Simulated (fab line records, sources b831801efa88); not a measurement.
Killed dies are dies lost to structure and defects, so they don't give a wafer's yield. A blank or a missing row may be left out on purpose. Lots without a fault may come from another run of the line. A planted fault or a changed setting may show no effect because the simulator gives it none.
fab line records | flow gf180mcu
record lots=5 wafers=15 last_day=33
route steps=602 shown M5@537 V5@540 TOP_METAL@567
lots that met no fault: from a run of the same line without faults
start_h: hours from the record's first day to the start of the lot's first wafer shown | wait_h: hours since the lot's step before | " the same as in the row above | L1.1+2: a row that stands for several wafers | - no value, or no start given | * or withheld: withheld | < > ~ a bound
route shown NAME@n: a module of which the file shows steps, and the number in the route of the first | usual: mean/standard deviation of fault-free wafers | same: alike in all rows | chamber/n: place in a boat | sites: the reading at each site | _std_site: their standard deviation | _edge_site: outer sites' mean less inner sites' | radius_mm: how far each site lies from the wafer's centre | mask NAME#n: copy n | behind: the tool/chamber that last shaped the wafer | hold: why the lot was held/for how many hours/how that ended | device: the transistor (n, p or np) that didn't switch | end of line: the same wafers' tests at the end of the route | a step without rows: its recipe alone | killed: dies lost to structure and defects at the first sort, not the wafer's yield | map: a wafer's dies, x killed, . not, _ none there
set.NAME: the setting as run; set.NAME@STEP: as run at that earlier step | model.NAME: the simulator's own value behind a step, which no gauge read
lots at some steps of the route; a table a step, a row a wafer
services: from which hour (start_h, from the record's first day; less than 0 if before it) a tool's chamber was out of use, for how many hours, and why
## steps
# step GF_M5_STRIP_11
# recipe chemistry=O2/N2 power_w=1400 pressure_mtorr=1500 platen_temp_c=250 o2_flow_sccm=3000 n2_flow_sccm=300 overash_fraction=0.5
# usual drypump_motor_current_A=5.7/0.49 heater_power_w=333/23 o2_flow_sccm=2998/9.1 oes_product_au=0.544/0.0043 platen_temp_c=249.99/0.18 strip_time_to_endpoint_s=7.55/0.042
# columns lot.wafer tool chamber start_h wait_h drypump_motor_current_A heater_power_w o2_flow_sccm oes_product_au platen_temp_c rf_hours_counter_h strip_time_to_endpoint_s
L081.1 plasma_asher-04 1 658.98 0.1 6.1 352 2991 0.541 250.00 90 7.56
L081.3 " 1 " " 6.1 344 3007 0.548 250.22 - 7.58
L081.5 " 0 " " 5.9 314 2989 0.540 249.50 - 7.55
L083.2 plasma_asher-03 0 677.11 0.1 6.1 379 2998 0.545 250.11 61 7.56
L083.3 " 1 " " 4.8 297 2995 0.540 250.18 - 7.55
L083.5 " 1 " " 4.8 288 3004 0.550 250.46 - 7.55
L088.1 plasma_asher-03 1 711.32 0.1 4.8 297 2989 0.549 249.92 64 7.51
L088.3 " 1 " " 4.8 300 3002 0.547 249.90 - 7.51
L088.6 " 1 " " 4.8 292 3008 0.551 250.20 - 7.53
L089.1 plasma_asher-02 0 716.77 0.1 5.9 345 3009 0.545 249.99 102 7.60
L089.4 " 1 " " 5.2 326 2996 0.546 249.70 - 7.52
L089.6 " 0 " " 5.9 347 2998 0.540 250.15 - 7.50
L092.2 plasma_asher-04 0 737.88 0.1 5.9 323 2998 0.545 249.97 98 7.50
L092.3 " 0 " " 5.9 330 3007 0.536 250.25 - 7.52
L092.6 " 1 " " 6.1 342 2998 0.536 250.13 - 7.49
# step GF_M5_STRIP_12
# recipe chemistry=post_etch_residue_remover time_s=1200 temp_c=72.5
# usual bath_heat_duty_pct=14.6/1.6
# columns lot.wafer tool chamber start_h wait_h bath_heat_duty_pct
L081.1 wet_bench-04 0 659.08 0.1 14.1
L081.3 " 0 " " 14.8
L081.5 " 0 " " 14.6
L083.2 wet_bench-04 3 677.21 0.1 13.4
L083.3 " 3 " " 12.7
L083.5 " 3 " " 12.7
L088.1 wet_bench-02 3 711.42 0.1 13.2
L088.3 " 3 " " 13.0
L088.6 " 3 " " 13.5
L089.1 wet_bench-02 2 716.87 0.1 12.1
L089.4 " 2 " " 12.6
L089.6 " 2 " " 12.7
L092.2 wet_bench-04 3 737.98 0.1 12.9
L092.3 " 3 " " 12.8
L092.6 " 3 " " 12.8
# step GF_M5_CLEAN_13
# recipe chemistry=DIW dry=n2_spin
# columns lot.wafer tool chamber start_h wait_h
L081.1+3+5 wet_bench-02 2 659.42 0.0
L083.2+3+5 wet_bench-02 2 677.55 0.0
L088.1+3+6 wet_bench-04 1 711.76 0.0
L089.1+4+6 wet_bench-03 1 717.21 0.0
L092.2+3+6 wet_bench-02 3 738.32 0.0
# step GF_V5_CVD_00
# recipe material=SiO2 target_thk_nm=300 sigma_open_frac=0.3 temp_c=400 time_s=50 sih4_flow_sccm=60 pressure_mtorr=6
# columns lot.wafer tool chamber start_h wait_h
L081.1+3+5 hdpcvd-01 0,2,1 659.61 0.0
L083.2+3+5 hdpcvd-02 1,0,0 677.92 0.0
L088.1+3+6 hdpcvd-02 1,0,0 711.85 0.0
L089.1+4+6 hdpcvd-01 2,0,1 717.30 0.0
L092.2+3+6 hdpcvd-01 0,2,1 738.41 0.0
# step GF_V5_THK_MEAS_01
# recipe reads=SiO2_of_V5_CVD_00
# usual V5_CVD_00_THK=300/3.2
# columns lot.wafer tool chamber start_h wait_h V5_CVD_00_THK[nm]
L081.1 film_metro-02 - 659.65 0.0 297
L081.3 " - " " 300
L081.5 " - " " 301
L083.2 film_metro-02 - 677.99 0.1 304
L083.3 " - " " 304
L083.5 " - " " 305
L088.1 film_metro-01 - 711.90 0.0 298
L088.3 " - " " 298
L088.6 " - " " 299
L089.1 film_metro-02 - 717.35 0.0 302
L089.4 " - " " 296
L089.6 " - " " 299
L092.2 film_metro-02 - 738.47 0.0 293
L092.3 " - " " 301
L092.6 " - " " 300
# step GF_V5_CVD_02
# recipe material=SiO2 target_thk_nm=1450 precursor=TEOS temp_c=400 time_s=163.28 rf_w=600
# usual heater_power_w=715/130
# columns lot.wafer tool chamber start_h wait_h heater_power_w
L081.1 pecvd-04 2 659.71 0.1 837
L081.3 " 0 " " 662
L081.5 " 2 " " 910
L083.2 pecvd-02 2 678.04 0.0 686
L083.3 " 1 " " 976
L083.5 " 1 " " 840
L088.1 pecvd-03 2 711.96 0.1 603
L088.3 " 0 " " 917
L088.6 " 1 " " 606
L089.1 pecvd-03 2 717.41 0.1 648
L089.4 " 2 " " 556
L089.6 " 1 " " 732
L092.2 pecvd-02 0 738.52 0.0 754
L092.3 " 1 " " 952
L092.6 " 2 " " 714
# step GF_V5_THK_MEAS_03
# recipe reads=SiO2_of_V5_CVD_02
# usual V5_CVD_02_THK=1442/17
# columns lot.wafer tool chamber start_h wait_h V5_CVD_02_THK[nm]
L081.1 film_metro-04 - 659.82 0.1 1425
L081.3 " - " " 1439
L081.5 " - " " 1458
L083.2 film_metro-04 - 678.16 0.1 1421
L083.3 " - " " 1412
L083.5 " - " " 1429
L088.1 film_metro-04 - 712.07 0.1 1449
L088.3 " - " " 1422
L088.6 " - " " 1462
L089.1 film_metro-02 - 717.52 0.1 1439
L089.4 " - " " 1462
L089.6 " - " " 1486
L092.2 film_metro-02 - 738.64 0.1 1435
L092.3 " - " " 1414
L092.6 " - " " 1442
# step GF_V5_CMP_04
# recipe material=SiO2 down_force_psi=4 platen_rpm=60 pad_velocity_m_s=0.94248
# usual motor_current_A=11.7/1 platen_rpm=60.00/0.04 slurry_flow_ml_min=149.9/0.44
# columns lot.wafer tool chamber start_h wait_h motor_current_A platen_rpm slurry_flow_ml_min
L081.3 cmp-02 3 659.98 0.1 10.7 59.98 149.8
L081.1 " 0 " " 13.8 59.99 150.0
L081.5 " 1 " " 11.2 60.02 150.3
L083.2 cmp-01 2 678.26 0.1 11.0 60.05 150.1
L083.3 " 0 " " 12.8 59.96 149.3
L083.5 " 2 " " 12.0 59.98 150.2
L088.3 cmp-01 3 712.24 0.1 11.6 59.98 149.9
L088.1 " 1 " " 10.3 60.02 150.1
L088.6 " 0 " " 12.0 60.04 149.9
L089.1 cmp-02 2 717.68 0.1 10.8 59.95 149.6
L089.4 " 3 " " 10.1 59.98 149.9
L089.6 " 0 " " 13.8 60.05 149.5
L092.2 cmp-01 2 738.74 0.1 11.5 60.00 149.6
L092.3 " 3 " " 12.1 60.04 149.9
L092.6 " 2 " " 10.9 59.95 149.8
# step GF_V5_BOW_MEAS_05
# recipe mode=bow
# usual V5_BOW=136/10
# columns lot.wafer tool chamber start_h wait_h V5_BOW[um]
L081.1 film_metro-04 - 660.18 0.1 129
L081.3 " - " " 133
L081.5 " - " " 127
L083.2 film_metro-02 - 678.53 0.2 135
L083.3 " - " " 132
L083.5 " - " " 135
L088.1 film_metro-04 - 712.54 0.1 142
L088.3 " - " " 131
L088.6 " - " " 130
L089.1 film_metro-04 - 717.88 0.1 139
L089.4 " - " " 149
L089.6 " - " " 154
L092.2 film_metro-02 - 739.01 0.2 127
L092.3 " - " " 130
L092.6 " - " " 127
# step GF_V5_DEHYDRATE_06
# recipe temp_c=200 time_s=60
# columns lot.wafer tool chamber start_h wait_h
L081.1+3+5 litho_track-01 0 668.64 8.4
L083.2+3+5 litho_track-01 0 687.32 8.8
L088.1+3+6 litho_track-02 0 720.58 8.0
L089.1+4+6 litho_track-02 0 725.53 7.6
L092.2+3+6 litho_track-03 0 746.71 7.7
# step GF_V5_HMDS_07
# recipe prime_time_s=60 prime_temp_c=120
# columns lot.wafer tool chamber start_h wait_h
L081.1+3+5 litho_track-01 0 668.79 0.1
L083.2+3+5 litho_track-01 0 687.47 0.1
L088.1+3+6 litho_track-02 0 720.73 0.1
L089.1+4+6 litho_track-02 0 725.68 0.1
L092.2+3+6 litho_track-03 0 746.86 0.1
# step GF_V5_COAT_08
# recipe resist=BARC temp_c=withheld time_s=withheld spin_rpm=withheld resist_thk_nm=withheld
# columns lot.wafer tool chamber start_h wait_h
L081.1+3+5 litho_track-01 0 668.94 0.1
L083.2+3+5 litho_track-01 0 687.62 0.1
L088.1+3+6 litho_track-02 0 720.88 0.1
L089.1+4+6 litho_track-02 0 725.83 0.1
L092.2+3+6 litho_track-03 0 747.01 0.1
# step GF_V5_COAT_09
# recipe resist=KrF spin_rpm=withheld resist_thk_nm=1000
# columns lot.wafer tool chamber start_h wait_h
L081.1+3+5 litho_track-01 0 - -
L083.2+3+5 litho_track-01 0 - -
L088.1+3+6 litho_track-02 0 - -
L089.1+4+6 litho_track-02 0 - -
L092.2+3+6 litho_track-03 0 - -
# step GF_V5_SOFTBAKE_10
# recipe temp_c=130 time_s=60 resist=KrF
# columns lot.wafer tool chamber start_h wait_h
L081.1+3+5 litho_track-01 0 - -
L083.2+3+5 litho_track-01 0 - -
L088.1+3+6 litho_track-02 0 - -
L089.1+4+6 litho_track-02 0 - -
L092.2+3+6 litho_track-03 0 - -
# step GF_V5_EXPOSE_11
# recipe mask_id=Via5 target_cd_nm=260 na=0.68 source_shape=conventional sigma_outer=0.6 dose_mj=38
# usual reticle_temp_C=22.99/0.1 stage_vel_mm_s=500.13/0.24
# same na=0.68
# columns lot.wafer tool chamber start_h wait_h mask reticle_temp_C stage_vel_mm_s
L081.1 krf_scanner-02 0 - - Via5#0 22.94 500.20
L081.3 " 0 " " Via5#0 23.00 500.18
L081.5 " 0 " " Via5#0 22.96 500.27
L083.2 krf_scanner-02 0 - - Via5#0 22.92 499.92
L083.3 " 0 " " Via5#0 23.02 500.28
L083.5 " 0 " " Via5#0 22.93 500.15
L088.1 krf_scanner-02 0 - - Via5#0 23.06 500.72
L088.3 " 0 " " Via5#0 23.06 500.01
L088.6 " 0 " " Via5#0 22.87 500.30
L089.1 krf_scanner-02 0 - - Via5#0 22.93 500.32
L089.4 " 0 " " Via5#0 23.03 500.57
L089.6 " 0 " " Via5#0 22.99 500.01
L092.2 krf_scanner-01 0 - - Via5#0 22.85 500.12
L092.3 " 0 " " Via5#0 22.96 500.34
L092.6 " 0 " " Via5#0 23.17 500.65
# step GF_V5_PEB_12
# recipe peb_temp_c=135 peb_time_s=90 resist=KrF
# columns lot.wafer tool chamber start_h wait_h
L081.1+3+5 litho_track-03 0 - -
L083.2+3+5 litho_track-02 0 - -
L088.1+3+6 litho_track-02 0 - -
L089.1+4+6 litho_track-02 0 - -
L092.2+3+6 litho_track-01 0 - -
# step GF_V5_DEVELOP_13
# recipe develop_time_s=60 resist=KrF dev_temp_c=21
# columns lot.wafer tool chamber start_h wait_h
L081.1+3+5 litho_track-03 0 678.99 0.2
L083.2+3+5 litho_track-02 0 696.86 0.2
L088.1+3+6 litho_track-02 0 730.23 0.2
L089.1+4+6 litho_track-02 0 734.63 0.2
L092.2+3+6 litho_track-01 0 755.37 0.2
# step GF_V5_CD_MEAS_14
# recipe target_cd_nm=260
# usual cd_nm=259.9/1
# columns lot.wafer tool chamber start_h wait_h cd_nm
L081.1 cd_sem-01 - 679.14 0.1 259.7
L081.3 " - " " 260.3
L081.5 " - " " 260.2
L083.2 cd_sem-01 - 697.00 0.1 259.5
L083.3 " - " " 259.4
L083.5 " - " " 259.8
L088.1 cd_sem-02 - 730.44 0.2 260.1
L088.3 " - " " 259.9
L088.6 " - " " 260.3
L089.1 cd_sem-01 - 734.78 0.1 259.0
L089.4 " - " " 258.9
L089.6 " - " " 259.0
L092.2 cd_sem-02 - 755.51 0.1 258.7
L092.3 " - " " 259.7
L092.6 " - " " 259.0
# step GF_V5_OVL_MEAS_15
# usual V5_OVL=-4/4.8
# columns lot.wafer tool chamber start_h wait_h V5_OVL[nm]
L081.1 overlay-02 - 679.26 0.1 -3
L081.3 " - " " -5
L081.5 " - " " 8
L083.2 overlay-02 - 697.11 0.1 -10
L083.3 " - " " -4
L083.5 " - " " -6
L088.1 overlay-01 - 730.56 0.1 -1
L088.3 " - " " 2
L088.6 " - " " -5
L089.1 overlay-02 - 734.90 0.1 0
L089.4 " - " " 2
L089.6 " - " " -5
L092.2 overlay-01 - 755.62 0.1 -9
L092.3 " - " " -7
L092.6 " - " " -11
# step GF_V5_ETCH_16
# recipe chemistry=N2/H2 target_depth_a=withheld overetch_a=withheld time_s=withheld target=BARC ion_energy_ev=200 source_w=500 bias_w=100 pressure_mtorr=30 n2_flow_sccm=100 h2_flow_sccm=200
# usual drypump_motor_current_A=6.0/0.35 oes_product_au=0.855/0.0045 throttle_valve_pct=13.225/0.0087
# columns lot.wafer tool chamber start_h wait_h drypump_motor_current_A oes_product_au throttle_valve_pct
L081.1 rie_diel-01 2 679.29 0.0 6.2 0.842 13.243
L081.3 " 1 " " 6.7 0.855 13.232
L081.5 " 1 " " 6.7 0.854 13.233
L083.2 rie_diel-02 1 697.14 0.0 5.9 0.851 13.210
L083.3 " 2 " " 6.3 0.860 13.225
L083.5 " 2 " " 6.3 0.845 13.229
L088.1 rie_diel-01 3 730.59 0.0 5.7 0.850 13.224
L088.3 " 2 " " 6.2 0.861 13.233
L088.6 " 0 " " 5.8 0.856 13.224
L089.1 rie_diel-02 2 734.94 0.0 6.3 0.858 13.223
L089.4 " 1 " " 5.8 0.864 13.224
L089.6 " 1 " " 5.8 0.855 13.237
L092.2 rie_diel-01 0 755.65 0.0 5.8 0.856 13.231
L092.3 " 3 " " 5.7 0.856 13.216
L092.6 " 0 " " 5.8 0.854 13.222
# step GF_V5_ETCH_17
# recipe chemistry=C4F8/O2/Ar mask_material=KrF target=SiO2 stop_on=TiN source_w=1500 bias_w=1200 pressure_mtorr=40 c4f8_flow_sccm=withheld O2_flow_sccm=6 Ar_flow_sccm=300 time_s=withheld target_depth_a=8550
# usual oes_product_au=0.859/0.0047
# columns lot.wafer tool chamber start_h wait_h oes_product_au
L081.1 rie_diel-01 2 - - 0.863
L081.3 " 1 " " 0.857
L081.5 " 1 " " 0.869
L083.2 rie_diel-02 1 - - 0.865
L083.3 " 2 " " 0.866
L083.5 " 2 " " 0.861
L088.1 rie_diel-01 3 - - 0.860
L088.3 " 2 " " 0.855
L088.6 " 0 " " 0.863
L089.1 rie_diel-02 2 - - 0.858
L089.4 " 1 " " 0.857
L089.6 " 1 " " 0.863
L092.2 rie_diel-01 0 - - 0.857
L092.3 " 3 " " 0.857
L092.6 " 0 " " 0.854
# step GF_V5_STRIP_18
# recipe chemistry=O2/N2 power_w=1400 pressure_mtorr=1500 platen_temp_c=250 o2_flow_sccm=3000 n2_flow_sccm=300 overash_fraction=0.5
# usual drypump_motor_current_A=5.8/0.51 heater_power_w=340/21 o2_flow_sccm=3001/9.4 oes_product_au=0.570/0.005 platen_temp_c=250.01/0.17
# columns lot.wafer tool chamber start_h wait_h drypump_motor_current_A heater_power_w o2_flow_sccm oes_product_au platen_temp_c rf_hours_counter_h
L081.1 plasma_asher-01 0 679.44 - 5.3 340 2996 0.575 249.87 27
L081.3 " 0 " " 5.3 326 3006 0.564 250.05 -
L081.5 " 1 " " 6.6 386 2999 0.570 250.11 -
L083.2 plasma_asher-02 1 697.29 - 5.2 327 2990 0.562 249.96 100
L083.3 " 1 " " 5.2 323 2986 0.570 249.94 -
L083.5 " 1 " " 5.2 321 2994 0.563 250.00 -
L088.1 plasma_asher-04 0 730.74 - 5.9 333 3007 0.577 250.23 97
L088.3 " 1 " " 6.1 349 2996 0.572 250.20 -
L088.6 " 0 " " 5.9 319 2993 0.561 249.96 -
L089.1 plasma_asher-01 0 735.09 - 5.3 331 3011 0.571 250.03 33
L089.4 " 1 " " 6.6 379 3000 0.560 249.92 -
L089.6 " 0 " " 5.3 327 3012 0.574 249.80 -
L092.2 plasma_asher-04 1 755.80 - 6.2 341 3009 0.572 249.89 100
L092.3 " 1 " " 6.1 339 3010 0.568 250.03 -
L092.6 " 0 " " 5.9 316 2986 0.573 250.05 -
# step GF_V5_STRIP_19
# recipe chemistry=post_etch_residue_remover time_s=1200 temp_c=72.5
# usual bath_heat_duty_pct=14.6/1.4
# columns lot.wafer tool chamber start_h wait_h bath_heat_duty_pct
L081.1 wet_bench-02 3 679.54 0.1 13.2
L081.3 " 3 " " 14.5
L081.5 " 3 " " 13.3
L083.2 wet_bench-01 2 697.39 0.1 14.8
L083.3 " 2 " " 16.0
L083.5 " 2 " " 15.9
L088.1 wet_bench-04 0 730.84 0.1 14.3
L088.3 " 0 " " 13.7
L088.6 " 0 " " 14.8
L089.1 wet_bench-02 0 735.19 0.1 15.2
L089.4 " 0 " " 15.7
L089.6 " 0 " " 15.3
L092.2 wet_bench-04 1 755.90 0.1 16.9
L092.3 " 1 " " 15.2
L092.6 " 1 " " 17.2
# step GF_V5_CLEAN_20
# recipe chemistry=DIW dry=n2_spin
# columns lot.wafer tool chamber start_h wait_h
L081.1+3+5 wet_bench-02 0 681.04 0.0
L083.2+3+5 wet_bench-04 3 697.73 0.0
L088.1+3+6 wet_bench-01 2 731.19 0.0
L089.1+4+6 wet_bench-02 3 735.56 0.0
L092.2+3+6 wet_bench-04 2 756.27 0.0
# step GF_V5_SPUTTER_21
# recipe material=Ti target_thk_nm=15 chamber_pressure_pa=5 power_w=2500 substrate_temp_c=200 time_s=80.02
# usual throttle_valve_pct=30.3/0.93
# columns lot.wafer tool chamber start_h wait_h throttle_valve_pct
L081.1 pvd_sputter-04 - 681.44 0.0 28.9
L081.3 " - " " 31.1
L081.5 " - " " 29.7
L083.2 pvd_sputter-04 - 697.83 0.0 31.3
L083.3 " - " " 29.0
L083.5 " - " " 30.0
L088.1 pvd_sputter-03 - 731.28 0.0 31.6
L088.3 " - " " 30.6
L088.6 " - " " 30.4
L089.1 pvd_sputter-03 - 735.66 0.0 30.3
L089.4 " - " " 28.4
L089.6 " - " " 30.7
L092.2 pvd_sputter-03 - 756.37 0.0 30.8
L092.3 " - " " 31.6
L092.6 " - " " 31.6
# step GF_V5_SPUTTER_22
# recipe material=TiN target_thk_nm=10 chamber_pressure_pa=5 power_w=4000 time_s=40
# usual throttle_valve_pct=30.3/0.92
# columns lot.wafer tool chamber start_h wait_h throttle_valve_pct
L081.1 pvd_sputter-04 - 681.50 0.0 29.0
L081.3 " - " " 31.1
L081.5 " - " " 29.9
L083.2 pvd_sputter-04 - 697.89 0.0 31.2
L083.3 " - " " 28.8
L083.5 " - " " 30.0
L088.1 pvd_sputter-03 - 731.34 0.0 31.5
L088.3 " - " " 30.5
L088.6 " - " " 30.6
L089.1 pvd_sputter-03 - 735.72 0.0 30.5
L089.4 " - " " 28.5
L089.6 " - " " 30.4
L092.2 pvd_sputter-03 - 756.43 0.0 30.9
L092.3 " - " " 31.6
L092.6 " - " " 31.4
# step GF_V5_CVD_23
# recipe material=W target_thk_nm=350 time_s=104.9 temp_c=400 pressure_torr=40
# usual heater_power_w=844/110
# columns lot.wafer tool chamber start_h wait_h heater_power_w
L081.1 cvd_w-01 0 681.54 0.0 718
L081.3 " 0 " " 724
L081.5 " 1 " " 1054
L083.2 cvd_w-02 0 697.93 0.0 818
L083.3 " 1 " " 822
L083.5 " 1 " " 839
L088.1 cvd_w-01 1 731.38 0.0 1014
L088.3 " 1 " " 1040
L088.6 " 0 " " 711
L089.1 cvd_w-02 0 735.76 0.0 802
L089.4 " 0 " " 791
L089.6 " 0 " " 798
L092.2 cvd_w-02 1 757.12 0.7 854
L092.3 " 1 " " 829
L092.6 " 0 " " 790
# step GF_V5_RS_MEAS_24
# recipe thk_meas_gauge=four-point-probe reads=W_of_V5_CVD_23+TiN_of_V5_SPUTTER_22+Ti_of_V5_SPUTTER_21
# usual V5_W_RS=0.329/0.004
# columns lot.wafer tool chamber start_h wait_h V5_W_RS[ohm/sq]
L081.1 film_metro-02 - 681.65 0.1 0.328
L081.3 " - " " 0.327
L081.5 " - " " 0.323
L083.2 film_metro-01 - 698.06 0.1 0.326
L083.3 " - " " 0.336
L083.5 " - " " 0.337
L088.1 film_metro-01 - 731.49 0.1 0.327
L088.3 " - " " 0.326
L088.6 " - " " 0.332
L089.1 film_metro-02 - 735.87 0.1 0.329
L089.4 " - " " 0.330
L089.6 " - " " 0.327
L092.2 film_metro-01 - 757.26 0.1 0.328
L092.3 " - " " 0.330
L092.6 " - " " 0.327
# step GF_V5_THK_MEAS_25
# recipe thk_meas_gauge=xrf reads=W_of_V5_CVD_23
# usual V5_W_THK=342/4.9
# columns lot.wafer tool chamber start_h wait_h V5_W_THK[nm]
L081.1 film_metro-02 - 681.77 0.1 343
L081.3 " - " " 344
L081.5 " - " " 347
L083.2 film_metro-01 - 698.17 0.1 345
L083.3 " - " " 338
L083.5 " - " " 335
L088.1 film_metro-01 - 731.61 0.1 343
L088.3 " - " " 342
L088.6 " - " " 336
L089.1 film_metro-02 - 735.99 0.1 342
L089.4 " - " " 345
L089.6 " - " " 344
L092.2 film_metro-01 - 757.37 0.1 339
L092.3 " - " " 339
L092.6 " - " " 341
# step GF_V5_CMP_26
# recipe stop_on=SiO2 down_force_psi=3.5 platen_rpm=60 t_overpolish_s=15 target_thk_nm=0 pad_velocity_m_s=0.94248
# usual motor_current_A=10.7/0.97 overpolish_run_s=14.999/0.0094 platen_rpm=60.00/0.042 slurry_flow_ml_min=150.0/0.41 time_to_endpoint_s=85/4.2
# columns lot.wafer tool chamber start_h wait_h motor_current_A overpolish_run_s platen_rpm slurry_flow_ml_min time_to_endpoint_s
L081.3 cmp-01 3 681.88 0.1 10.9 15.000 59.93 149.5 93
L081.1 " 0 " " 11.1 15.003 60.05 150.9 86
L081.5 " 2 " " 10.7 15.008 59.93 149.6 87
L083.2 cmp-02 3 698.22 0.0 9.2 14.999 60.03 149.8 83
L083.3 " 2 " " 10.9 14.999 59.99 149.7 84
L083.5 " 0 " " 12.3 15.000 60.04 149.7 83
L088.1 cmp-01 1 731.72 0.1 10.3 14.994 59.95 150.0 84
L088.3 " 2 " " 10.5 15.005 60.02 149.3 81
L088.6 " 0 " " 11.2 14.989 59.99 149.7 82
L089.4 cmp-01 0 736.10 0.1 10.9 14.999 60.04 149.5 81
L089.1 " 1 " " 10.1 15.003 60.03 150.0 86
L089.6 " 3 " " 10.7 14.984 59.99 149.8 89
L092.2 cmp-01 3 757.47 0.1 11.0 14.991 60.08 150.9 93
L092.3 " 1 " " 9.9 14.998 60.04 150.7 86
L092.6 " 3 " " 11.9 15.018 60.04 150.1 89
# step GF_TOP_METAL_SPUTTER_00
# recipe material=Ti target_thk_nm=37.5 arriving_ion_energy_ev=80 substrate_temp_c=200 chamber_pressure_pa=2 power_w=4000 time_s=150
# usual throttle_valve_pct=30.3/1.1
# columns lot.wafer tool chamber start_h wait_h throttle_valve_pct
L081.1 pvd_sputter-03 - 682.13 0.1 31.6
L081.3 " - " " 30.5
L081.5 " - " " 30.8
L083.2 pvd_sputter-04 - 698.52 0.2 30.1
L083.3 " - " " 31.0
L083.5 " - " " 29.9
L088.1 pvd_sputter-02 - 731.97 0.2 31.4
L088.3 " - " " 28.7
L088.6 " - " " 28.6
L089.1 pvd_sputter-03 - 736.35 0.1 30.6
L089.4 " - " " 31.3
L089.6 " - " " 31.0
L092.2 pvd_sputter-03 - 757.72 0.2 30.4
L092.3 " - " " 30.8
L092.6 " - " " 31.5
# step GF_TOP_METAL_SPUTTER_01
# recipe material=TiN target_thk_nm=30 power_w=6500 time_s=25 chamber_pressure_pa=0.4
# usual throttle_valve_pct=30.3/1.1
# columns lot.wafer tool chamber start_h wait_h throttle_valve_pct
L081.1 pvd_sputter-03 - 682.23 0.1 31.6
L081.3 " - " " 30.7
L081.5 " - " " 30.9
L083.2 pvd_sputter-04 - 698.62 0.1 30.1
L083.3 " - " " 31.3
L083.5 " - " " 29.8
L088.1 pvd_sputter-02 - 732.07 0.1 31.3
L088.3 " - " " 29.0
L088.6 " - " " 29.0
L089.1 pvd_sputter-03 - 736.45 0.1 30.7
L089.4 " - " " 30.8
L089.6 " - " " 30.8
L092.2 pvd_sputter-03 - 757.82 0.1 30.7
L092.3 " - " " 31.0
L092.6 " - " " 31.1
# step GF_TOP_METAL_SPUTTER_02
# recipe material=AlCu target_thk_nm=900 power_w=10600 chamber_pressure_pa=0.3 substrate_temp_c=250 gas=Ar time_s=47.82
# usual throttle_valve_pct=30.2/1.1
# columns lot.wafer tool chamber start_h wait_h throttle_valve_pct
L081.1 pvd_sputter-03 - 682.26 0.0 31.7
L081.3 " - " " 30.7
L081.5 " - " " 31.0
L083.2 pvd_sputter-04 - 698.65 0.0 30.1
L083.3 " - " " 31.2
L083.5 " - " " 29.9
L088.1 pvd_sputter-02 - 732.10 0.0 31.5
L088.3 " - " " 28.8
L088.6 " - " " 28.7
L089.1 pvd_sputter-03 - 736.48 0.0 30.3
L089.4 " - " " 31.0
L089.6 " - " " 31.0
L092.2 pvd_sputter-03 - 757.85 0.0 30.5
L092.3 " - " " 30.8
L092.6 " - " " 31.5
# step GF_TOP_METAL_SPUTTER_03
# recipe material=Ti target_thk_nm=5 substrate_temp_c=300 chamber_pressure_pa=0.3 power_w=3000 time_s=3.3
# usual throttle_valve_pct=30.3/1.1
# columns lot.wafer tool chamber start_h wait_h throttle_valve_pct
L081.1 pvd_sputter-03 - 682.30 0.0 31.5
L081.3 " - " " 30.5
L081.5 " - " " 30.9
L083.2 pvd_sputter-04 - 698.70 0.0 30.1
L083.3 " - " " 31.0
L083.5 " - " " 29.9
L088.1 pvd_sputter-02 - 732.14 0.0 31.6
L088.3 " - " " 28.6
L088.6 " - " " 28.6
L089.1 pvd_sputter-03 - 736.53 0.0 30.6
L089.4 " - " " 31.1
L089.6 " - " " 30.9
L092.2 pvd_sputter-03 - 757.89 0.0 30.7
L092.3 " - " " 30.9
L092.6 " - " " 31.7
# step GF_TOP_METAL_SPUTTER_04
# recipe material=TiN target_thk_nm=25 power_w=6500 time_s=20.8 chamber_pressure_pa=0.4
# usual throttle_valve_pct=30.3/1.1
# columns lot.wafer tool chamber start_h wait_h throttle_valve_pct
L081.1 pvd_sputter-03 - 682.32 0.0 31.5
L081.3 " - " " 30.6
L081.5 " - " " 30.7
L083.2 pvd_sputter-04 - 698.72 0.0 30.0
L083.3 " - " " 31.0
L083.5 " - " " 30.2
L088.1 pvd_sputter-02 - 732.16 0.0 31.1
L088.3 " - " " 29.0
L088.6 " - " " 28.9
L089.1 pvd_sputter-03 - 736.55 0.0 30.4
L089.4 " - " " 30.9
L089.6 " - " " 31.2
L092.2 pvd_sputter-03 - 757.91 0.0 30.5
L092.3 " - " " 31.0
L092.6 " - " " 31.6
# step GF_TOP_METAL_RS_MEAS_05
# recipe thk_meas_gauge=four-point-probe reads=TiN_of_TOP_METAL_SPUTTER_04+Ti_of_TOP_METAL_SPUTTER_03+AlCu_of_TOP_METAL_SPUTTER_02+TiN_of_TOP_METAL_SPUTTER_01+Ti_of_TOP_METAL_SPUTTER_00
# usual TOP_METAL_ALCU_RS=0.03285/0.00029
# columns lot.wafer tool chamber start_h wait_h TOP_METAL_ALCU_RS[ohm/sq]
L081.1 film_metro-02 - 682.35 0.0 0.03276
L081.3 " - " " 0.03271
L081.5 " - " " 0.0325
L083.2 film_metro-02 - 698.76 0.0 0.03306
L083.3 " - " " 0.03299
L083.5 " - " " 0.03312
L088.1 film_metro-02 - 732.19 0.0 0.03349
L088.3 " - " " 0.03343
L088.6 " - " " 0.03353
L089.1 film_metro-04 - 736.57 0.0 0.03284
L089.4 " - " " 0.0326
L089.6 " - " " 0.03284
L092.2 film_metro-02 - 757.96 0.0 0.03262
L092.3 " - " " 0.0323
L092.6 " - " " 0.03244
## services
# columns tool chamber start_h hours kind
wet_bench-04 - 637.03 2.8 repair
pecvd-03 2 647.85 10.3 repair
pecvd-03 - 649.98 1.2 repair
hdpcvd-02 - 652.38 14.6 pm
krf_scanner-02 - 661.43 0.8 pm
hdpcvd-01 - 666.98 5.5 pm
krf_scanner-02 - 667.16 1.0 pm
plasma_asher-02 - 667.30 1.7 repair
hdpcvd-02 2 672.32 13.6 repair
hdpcvd-01 - 672.44 6.0 pm
pvd_sputter-02 - 690.74 18.4 repair
rie_diel-01 - 696.61 0.7 repair
pvd_sputter-03 - 701.03 3.0 repair
cmp-02 - 710.72 5.5 pm
pvd_sputter-03 - 713.04 0.5 repair
pecvd-02 - 713.26 1.1 repair
plasma_asher-04 - 733.25 1.2 repair
cmp-02 - 733.97 0.3 repair
rie_diel-02 3 737.63 5.2 repair
cmp-02 - 741.24 6.7 pm
wet_bench-04 - 742.74 4.2 repair
cmp-01 - 744.00 0.6 repair
cmp-02 - 747.89 4.0 pm
rie_diel-02 3 747.98 2.0 repair
## key
fault none
